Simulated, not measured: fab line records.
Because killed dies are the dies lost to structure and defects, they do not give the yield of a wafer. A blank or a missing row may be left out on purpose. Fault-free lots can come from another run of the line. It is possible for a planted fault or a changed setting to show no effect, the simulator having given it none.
fab line records | flow gf180mcu
record: lots: 14 | wafers: 42 | last_day: 34
route steps=602 shown V2@383
lots that met no fault: from a run of the same line without faults
start_h: hours from the record's opening day to when the first of the lot's shown wafers began | wait_h: hours from the lot's prior step to this one | " as in the row above | L1.1+2: a row that stands for several wafers | - no value present, or no start provided | * or withheld: withheld | < > ~ a bound
route shown NAME@n: names a module that has steps shown in the file, with the first one's number in the route | usual: the fault-free wafers' mean and standard deviation | same: alike in all rows | chamber/n: place in a boat | sites: each site's reading | _std_site: the standard deviation of these | _edge_site: inner sites' mean taken away from outer sites' mean | radius_mm: for every site, how far away it sits from the centre of the wafer | mask NAME#n: copy n | behind: tool/chamber where the wafer was last shaped | hold: why the lot went on hold/how many hours it stayed there/how the hold came to an end | device: which transistor (n, p or np) failed to switch | end of line: tests of these same wafers at the route's end | a step with no rows: only its recipe | killed: not the wafer's yield, but the dies lost to structure and defects at the first sort | map: per-die view of a wafer (x killed, . not killed, _ where there is no die)
set.NAME: setting as actually run; set.NAME@STEP: the setting as run at that earlier step | model.NAME: the simulator's own value behind a step, which no gauge read
a sample of lots followed through the steps of the route, with each step as a table and each wafer as a row
services: when a tool's chamber went out of use (start_h, in hours from the record's first day, below 0 if earlier), for how many hours, and the reason
== steps ==
step: GF_V2_THK_MEAS_01
recipe: reads: SiO2_of_V2_CVD_00
usual: V2_CVD_00_THK: 601/7.8
lot.wafer | tool          | chamber | start_h | wait_h | V2_CVD_00_THK[nm]
L147.3    | film_metro-04 | -       | 441.33  | 0.1    | 588
L147.4    | "             | -       | "       | "      | 585
L147.5    | "             | -       | "       | "      | 591
L150.1    | film_metro-02 | -       | 475.20  | 0.0    | 615
L150.2    | "             | -       | "       | "      | 601
L150.3    | "             | -       | "       | "      | 597
L151.2    | film_metro-04 | -       | 483.50  | 0.0    | 603
L151.5    | "             | -       | "       | "      | 607
L151.6    | "             | -       | "       | "      | 603
L152.1    | film_metro-04 | -       | 496.81  | 0.0    | 593
L152.3    | "             | -       | "       | "      | 608
L152.4    | "             | -       | "       | "      | 586
L153.1    | film_metro-01 | -       | 500.07  | 0.0    | 607
L153.4    | "             | -       | "       | "      | 605
L153.6    | "             | -       | "       | "      | 609
L154.3    | film_metro-02 | -       | 515.31  | 0.1    | 592
L154.4    | "             | -       | "       | "      | 596
L154.5    | "             | -       | "       | "      | 603
L155.1    | film_metro-02 | -       | 522.36  | 0.0    | 602
L155.2    | "             | -       | "       | "      | 593
L155.4    | "             | -       | "       | "      | 595
L156.1    | film_metro-04 | -       | 528.97  | 0.0    | 604
L156.3    | "             | -       | "       | "      | 609
L156.6    | "             | -       | "       | "      | 602
L160.1    | film_metro-02 | -       | 556.72  | 0.0    | 604
L160.2    | "             | -       | "       | "      | 603
L160.6    | "             | -       | "       | "      | 607
L161.3    | film_metro-01 | -       | 571.56  | 0.1    | 622
L161.4    | "             | -       | "       | "      | 610
L161.5    | "             | -       | "       | "      | 611
L164.3    | film_metro-04 | -       | 589.09  | 0.1    | 601
L164.5    | "             | -       | "       | "      | 602
L164.6    | "             | -       | "       | "      | 598
L165.1    | film_metro-02 | -       | 596.97  | 0.0    | 607
L165.2    | "             | -       | "       | "      | 610
L165.5    | "             | -       | "       | "      | 604
L166.2    | film_metro-02 | -       | 611.96  | 0.0    | 596
L166.3    | "             | -       | "       | "      | 598
L166.6    | "             | -       | "       | "      | 589
L167.2    | film_metro-04 | -       | 612.79  | 0.0    | 609
L167.4    | "             | -       | "       | "      | 602
L167.5    | "             | -       | "       | "      | 607
step: GF_V2_BOW_MEAS_05
recipe: mode: bow
usual: V2_BOW: 102/8.6
lot.wafer | tool          | chamber | start_h | wait_h | V2_BOW[um]
L147.3    | film_metro-04 | -       | 441.84  | 0.2    | 105
L147.4    | "             | -       | "       | "      | 100
L147.5    | "             | -       | "       | "      | 105
L150.1    | film_metro-04 | -       | 475.69  | 0.2    | 106
L150.2    | "             | -       | "       | "      | 110
L150.3    | "             | -       | "       | "      | 106
L151.2    | film_metro-01 | -       | 484.00  | 0.1    | 90
L151.5    | "             | -       | "       | "      | 99
L151.6    | "             | -       | "       | "      | 102
L152.1    | film_metro-02 | -       | 497.30  | 0.1    | 105
L152.3    | "             | -       | "       | "      | 96
L152.4    | "             | -       | "       | "      | 103
L153.1    | film_metro-01 | -       | 500.59  | 0.2    | 84
L153.4    | "             | -       | "       | "      | 91
L153.6    | "             | -       | "       | "      | 91
L154.3    | film_metro-01 | -       | 515.82  | 0.2    | 116
L154.4    | "             | -       | "       | "      | 126
L154.5    | "             | -       | "       | "      | 119
L155.1    | film_metro-01 | -       | 522.85  | 0.1    | 102
L155.2    | "             | -       | "       | "      | 92
L155.4    | "             | -       | "       | "      | 91
L156.1    | film_metro-01 | -       | 529.46  | 0.2    | 99
L156.3    | "             | -       | "       | "      | 102
L156.6    | "             | -       | "       | "      | 96
L160.1    | film_metro-02 | -       | 557.21  | 0.2    | 112
L160.2    | "             | -       | "       | "      | 102
L160.6    | "             | -       | "       | "      | 94
L161.3    | film_metro-04 | -       | 572.07  | 0.2    | 90
L161.4    | "             | -       | "       | "      | 90
L161.5    | "             | -       | "       | "      | 80
L164.3    | film_metro-01 | -       | 589.60  | 0.3    | 89
L164.5    | "             | -       | "       | "      | 109
L164.6    | "             | -       | "       | "      | 102
L165.1    | film_metro-01 | -       | 600.46  | 0.2    | 105
L165.2    | "             | -       | "       | "      | 115
L165.5    | "             | -       | "       | "      | 108
L166.2    | film_metro-02 | -       | 612.46  | 0.3    | 112
L166.3    | "             | -       | "       | "      | 104
L166.6    | "             | -       | "       | "      | 105
L167.2    | film_metro-04 | -       | 613.29  | 0.2    | 104
L167.4    | "             | -       | "       | "      | 108
L167.5    | "             | -       | "       | "      | 105
step: GF_V2_SOFTBAKE_10
recipe: temp_c: 130 | time_s: 60 | resist: KrF
usual: heater_power_total_W: 93.06/0.06 | plate_temp_C: 129.98/0.13
lot.wafer | tool           | chamber | start_h | wait_h | heater_power_total_W | plate_temp_C
L147.3    | litho_track-01 | 0       | 453     | -      | 92.99                | 130.03
L147.4    | "              | 0       | 454     | -      | 93.18                | 130.20
L147.5    | "              | 0       | "       | "      | 92.97                | 130.09
L150.1    | litho_track-03 | 0       | 487     | -      | 93.07                | 130.08
L150.2    | "              | 0       | "       | "      | 93.08                | 130.11
L150.3    | "              | 0       | "       | "      | 93.08                | 130.03
L151.2    | litho_track-01 | 0       | 496     | -      | 93.18                | 129.94
L151.5    | "              | 0       | "       | "      | 92.95                | 129.85
L151.6    | "              | 0       | "       | "      | 93.11                | 129.96
L152.1    | litho_track-01 | 0       | 508     | -      | 93.09                | 129.75
L152.3    | "              | 0       | "       | "      | 93.13                | 129.98
L152.4    | "              | 0       | 509     | -      | 93.03                | 130.03
L153.1    | litho_track-03 | 0       | 511     | -      | 93.02                | 129.85
L153.4    | "              | 0       | "       | "      | 93.09                | 130.11
L153.6    | "              | 0       | "       | "      | 93.12                | 130.14
L154.3    | litho_track-03 | 0       | 526     | -      | 92.99                | 130.27
L154.4    | "              | 0       | 527     | -      | 93.03                | 130.14
L154.5    | "              | 0       | "       | "      | 93.03                | 130.09
L155.1    | litho_track-01 | 0       | 533     | -      | 93.12                | 129.94
L155.2    | "              | 0       | "       | "      | 93.12                | 130.02
L155.4    | "              | 0       | "       | "      | 93.13                | 129.98
L156.1    | litho_track-02 | 0       | 540     | -      | 93.10                | 130.03
L156.3    | "              | 0       | "       | "      | 92.99                | 129.93
L156.6    | "              | 0       | "       | "      | 93.14                | 130.11
L160.1    | litho_track-01 | 0       | 568     | -      | 93.11                | 130.01
L160.2    | "              | 0       | "       | "      | 93.04                | 130.08
L160.6    | "              | 0       | "       | "      | 93.09                | 129.92
L161.3    | litho_track-03 | 0       | 582     | -      | 93.17                | 130.01
L161.4    | "              | 0       | "       | "      | 93.13                | 129.85
L161.5    | "              | 0       | "       | "      | 93.10                | 129.83
L164.3    | litho_track-01 | 0       | 599     | -      | 101.50               | 138.69
L164.5    | "              | 0       | "       | "      | 101.48               | 138.97
L164.6    | "              | 0       | "       | "      | 101.53               | 138.89
L165.1    | litho_track-01 | 0       | 610     | -      | 101.52               | 138.77
L165.2    | "              | 0       | "       | "      | 101.37               | 138.78
L165.5    | "              | 0       | "       | "      | 101.54               | 139.02
L166.2    | litho_track-02 | 0       | 622     | -      | 93.11                | 129.92
L166.3    | "              | 0       | "       | "      | 93.09                | 129.89
L166.6    | "              | 0       | "       | "      | 93.01                | 129.72
L167.2    | litho_track-02 | 0       | 623     | -      | 93.05                | 129.90
L167.4    | "              | 0       | "       | "      | 93.06                | 129.90
L167.5    | "              | 0       | "       | "      | 93.10                | 129.97
step: GF_V2_CD_MEAS_14
recipe: target_cd_nm: 260
usual: cd_nm: 260.5/1.2
lot.wafer | tool      | chamber | start_h | wait_h | cd_nm
L147.3    | cd_sem-02 | -       | 466.48  | 0.1    | 259.4
L147.4    | "         | -       | "       | "      | 259.4
L147.5    | "         | -       | "       | "      | 260.4
L150.1    | cd_sem-01 | -       | 499.64  | 0.1    | 258.7
L150.2    | "         | -       | "       | "      | 259.3
L150.3    | "         | -       | "       | "      | 259.9
L151.2    | cd_sem-02 | -       | 507.26  | 0.1    | 263.1
L151.5    | "         | -       | "       | "      | 260.8
L151.6    | "         | -       | "       | "      | 260.2
L152.1    | cd_sem-01 | -       | 520.99  | 0.1    | 260.8
L152.3    | "         | -       | "       | "      | 261.2
L152.4    | "         | -       | "       | "      | 260.9
L153.1    | cd_sem-01 | -       | 523.19  | 0.1    | 259.6
L153.4    | "         | -       | "       | "      | 261.4
L153.6    | "         | -       | "       | "      | 260.1
L154.3    | cd_sem-02 | -       | 539.18  | 0.1    | 261.4
L154.4    | "         | -       | "       | "      | 260.6
L154.5    | "         | -       | "       | "      | 262.3
L155.1    | cd_sem-02 | -       | 545.84  | 0.1    | 261.5
L155.2    | "         | -       | "       | "      | 261.3
L155.4    | "         | -       | "       | "      | 261.6
L156.1    | cd_sem-01 | -       | 551.34  | 0.1    | 257.4
L156.3    | "         | -       | "       | "      | 257.8
L156.6    | "         | -       | "       | "      | 258.7
L160.1    | cd_sem-01 | -       | 579.44  | 0.1    | 260.6
L160.2    | "         | -       | "       | "      | 260.6
L160.6    | "         | -       | "       | "      | 260.3
L161.3    | cd_sem-01 | -       | 593.32  | 0.3    | 258.0
L161.4    | "         | -       | "       | "      | 259.9
L161.5    | "         | -       | "       | "      | 259.6
L164.3    | cd_sem-02 | -       | 609.17  | 0.1    | 292.8
L164.5    | "         | -       | "       | "      | 291.0
L164.6    | "         | -       | "       | "      | 291.5
L165.1    | cd_sem-02 | -       | 621.13  | 0.1    | 292.3
L165.2    | "         | -       | "       | "      | 293.0
L165.5    | "         | -       | "       | "      | 292.5
L166.2    | cd_sem-02 | -       | 632.10  | 0.1    | 260.4
L166.3    | "         | -       | "       | "      | 259.7
L166.6    | "         | -       | "       | "      | 260.3
L167.2    | cd_sem-01 | -       | 633.35  | 0.1    | 258.5
L167.4    | "         | -       | "       | "      | 257.9
L167.5    | "         | -       | "       | "      | 258.0
step: GF_V2_SPUTTER_21
recipe: material: Ti | target_thk_nm: 15 | chamber_pressure_pa: 5 | power_w: 2500 | substrate_temp_c: 200 | time_s: 80.02
usual: throttle_valve_pct: 30.4/0.95
lot.wafer | tool           | chamber | start_h | wait_h | throttle_valve_pct
L147.3    | pvd_sputter-04 | -       | 467.26  | 0.0    | 31.2
L147.4    | "              | -       | "       | "      | 30.6
L147.5    | "              | -       | "       | "      | 30.2
L150.1    | pvd_sputter-04 | -       | 500.47  | 0.0    | 30.4
L150.2    | "              | -       | "       | "      | 29.4
L150.3    | "              | -       | "       | "      | 29.3
L151.2    | pvd_sputter-01 | -       | 508.07  | 0.0    | 31.4
L151.5    | "              | -       | "       | "      | 29.7
L151.6    | "              | -       | "       | "      | 31.0
L152.1    | pvd_sputter-04 | -       | 521.81  | 0.0    | 30.1
L152.3    | "              | -       | "       | "      | 30.8
L152.4    | "              | -       | "       | "      | 29.2
L153.1    | pvd_sputter-03 | -       | 524.04  | 0.0    | 31.0
L153.4    | "              | -       | "       | "      | 28.4
L153.6    | "              | -       | "       | "      | 28.3
L154.3    | pvd_sputter-01 | -       | 539.96  | 0.0    | 29.7
L154.4    | "              | -       | "       | "      | 30.8
L154.5    | "              | -       | "       | "      | 31.0
L155.1    | pvd_sputter-01 | -       | 546.66  | 0.0    | 31.0
L155.2    | "              | -       | "       | "      | 31.3
L155.4    | "              | -       | "       | "      | 31.1
L156.1    | pvd_sputter-01 | -       | 552.16  | 0.0    | 31.0
L156.3    | "              | -       | "       | "      | 29.7
L156.6    | "              | -       | "       | "      | 30.9
L160.1    | pvd_sputter-04 | -       | 580.30  | 0.0    | 30.7
L160.2    | "              | -       | "       | "      | 29.2
L160.6    | "              | -       | "       | "      | 29.2
L161.3    | pvd_sputter-01 | -       | 594.26  | 0.0    | 31.0
L161.4    | "              | -       | "       | "      | 31.7
L161.5    | "              | -       | "       | "      | 31.1
L164.3    | pvd_sputter-01 | -       | 609.95  | 0.0    | 29.5
L164.5    | "              | -       | "       | "      | 31.7
L164.6    | "              | -       | "       | "      | 30.9
L165.1    | pvd_sputter-01 | -       | 621.95  | 0.0    | 30.8
L165.2    | "              | -       | "       | "      | 31.8
L165.5    | "              | -       | "       | "      | 31.4
L166.2    | pvd_sputter-01 | -       | 632.90  | 0.0    | 30.8
L166.3    | "              | -       | "       | "      | 31.1
L166.6    | "              | -       | "       | "      | 31.2
L167.2    | pvd_sputter-01 | -       | 634.15  | 0.0    | 30.9
L167.4    | "              | -       | "       | "      | 31.3
L167.5    | "              | -       | "       | "      | 29.7
== services ==
tool           | chamber | start_h | hours | kind
litho_track-03 | -       | 470.62  | -     | consumable_replace:filter
== key ==
first_sign: step: GF_V2_SOFTBAKE_10 | reading: heater_power_total_W | direction: up | sigmas: 99+ | usual: 93.06 | struck: 101.49
effect: step: GF_V2_SOFTBAKE_10 | reading: plate_temp_C | direction: up | sigmas: 68 | usual: * | struck: *
effect: step: GF_V2_CD_MEAS_14 | reading: cd_nm | direction: up | sigmas: 26 | usual: 260.5 | struck: 292.2
met_at GF_V2_SOFTBAKE_10
struck_lots L164,L165
sort_left_out L164.3,L164.5,L164.6,L165.1,L165.2,L165.5
not_acting_at GF_V2_THK_MEAS_01,GF_V2_BOW_MEAS_05,GF_V2_SPUTTER_21
onset_between 568 599
fault: kind: process_parameter_drift | tool: litho_track-01 | chamber: - | onset_h: 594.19 | steps: GF_V2_SOFTBAKE_10 | channel: temp_c | offset: * | shape: step | end_h: 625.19 | acts_in: * | stated: *
sort_left_out: the simulated sort isn't trusted on such a fault, so these wafers' sort isn't shown, and their yield isn't known
